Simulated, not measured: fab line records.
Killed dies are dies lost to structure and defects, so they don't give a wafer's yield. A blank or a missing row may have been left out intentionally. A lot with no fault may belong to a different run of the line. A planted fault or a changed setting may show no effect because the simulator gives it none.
What tool caused it? -- flow gf180mcu -- Sampling: 7 lots, 21 wafers, 2 of 602 route steps

## WHAT THE GAUGES READ, wafer by wafer
GF_M1_CD_MEAS_14 targets a cd of 230 nm.
lot,measured,on,cdNm (nm)
L917,day 19 08:23,cdSem-02,230.8 229.9 230.0
L920,day 20 04:34,cdSem-01,231.3 231.4 230.6
L922,day 21 03:46,cdSem-02,230.2 230.3 229.7
L925,day 22 00:35,cdSem-02,227.8 228.4 229.2
L927,day 22 21:40,cdSem-02,231.9 231.9 231.3
L933,day 24 16:29,cdSem-01,229.8 229.5 230.8
L935,day 25 05:16,cdSem-01,228.5 227.9 229.4

## WHICH TOOL RAN EACH LOT (tool, then ch and the chambers of the sampled wafers, then the start)
lot,GF_DUAL_GATE_SOFTBAKE_07
L917,"lithoTrack-04 ch 0, day 9 15:18"
L920,"lithoTrack-03 ch 0, day 10 07:25"
L922,"lithoTrack-03 ch 0, day 10 23:55"
L925,"lithoTrack-04 ch 0, day 11 19:03"
L927,"lithoTrack-04 ch 0, day 12 08:19"
L933,"lithoTrack-04 ch 0, day 14 03:36"
L935,"lithoTrack-01 ch 0, day 14 15:36"
- GF_DUAL_GATE_SOFTBAKE_07: time 60 s.

## THE ANSWER, worked out from the rows above alone
Rule: the lots themselves supply what counts as usual. Put in order of their means at a reading, lots are off if they are a third of the lots or fewer, leave a main group of 4 or more, and stand apart from it by a gap of 3 or more times the standard deviation of the main group's means; of several such gaps the widest counts. A main group is skipped when, at the precision printed for the reading in the tables above, its means are all equal. A lot without any number at a reading at which 4 lots or more have one is off too. Where the step has rows for the other lots, those lots are counted as sound.
Across all readings shown, no lot is off: no conclusion can be drawn from this.

## WHAT THE SIMULATOR HAD PUT IN
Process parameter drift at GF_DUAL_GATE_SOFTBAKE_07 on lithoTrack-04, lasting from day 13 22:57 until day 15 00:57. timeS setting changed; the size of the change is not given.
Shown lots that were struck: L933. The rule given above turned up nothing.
